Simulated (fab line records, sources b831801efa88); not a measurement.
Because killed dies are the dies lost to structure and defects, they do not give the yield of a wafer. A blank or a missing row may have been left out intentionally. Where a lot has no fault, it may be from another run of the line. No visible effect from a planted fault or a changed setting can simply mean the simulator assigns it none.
Chamber matching    flow gf180mcu    GF_V3_CVD_02 on pecvd-01: 3 sister chambers
The step deposits SiO2 from TEOS, target thk 850 nm, time 94.851 s. 6 wafers are shown with their chamber, then 10 later ones without.

WAFERS WITH THEIR CHAMBER
wafer   chamber  heater-power-w (W)
L086.6  1        658
L087.1  1        647
L087.2  0        749
L087.3  2        722
L087.4  0        589
L087.5  2        567

WAFERS MISSING THEIR CHAMBER
wafer   heater-power-w (W)
L087.6  688
L091.1  700
L091.2  596
L091.3  629
L091.4  740
L091.5  659
L091.6  691
L093.1  621
L093.3  604
L093.6  683

EACH ONE'S CHAMBER
wafer   from the rows above           in truth
L087.6  can't be placed: 0 or 1 or 2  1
L091.1  can't be placed: 0 or 1 or 2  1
L091.2  can't be placed: 2 or 1 or 0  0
L091.3  can't be placed: 2 or 1 or 0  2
L091.4  can't be placed: 0 or 1 or 2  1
L091.5  can't be placed: 1 or 0 or 2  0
L091.6  can't be placed: 0 or 1 or 2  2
L093.1  can't be placed: 2 or 1 or 0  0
L093.3  can't be placed: 2 or 1 or 0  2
L093.6  can't be placed: 0 or 1 or 2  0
Placed correctly: 0 of 10. These rows do not allow placing 10 (true chamber among the candidates in 10). Placed wrongly: 0.
How it was worked out, from the rows above alone: a wafer's distance from a chamber is the root of the sum, over the readings, of the square of ((its reading less the chamber's mean) divided by the reading's scatter). The wafer belongs to the nearest chamber; if the next one is less than 2 further off, it can't be placed. The mean given for a chamber averages the wafers shown for that chamber. The scatter is the square root of a quotient: the sum, over the shown wafers, of each reading's squared deviation from its chamber's mean, divided by wafers minus chambers.
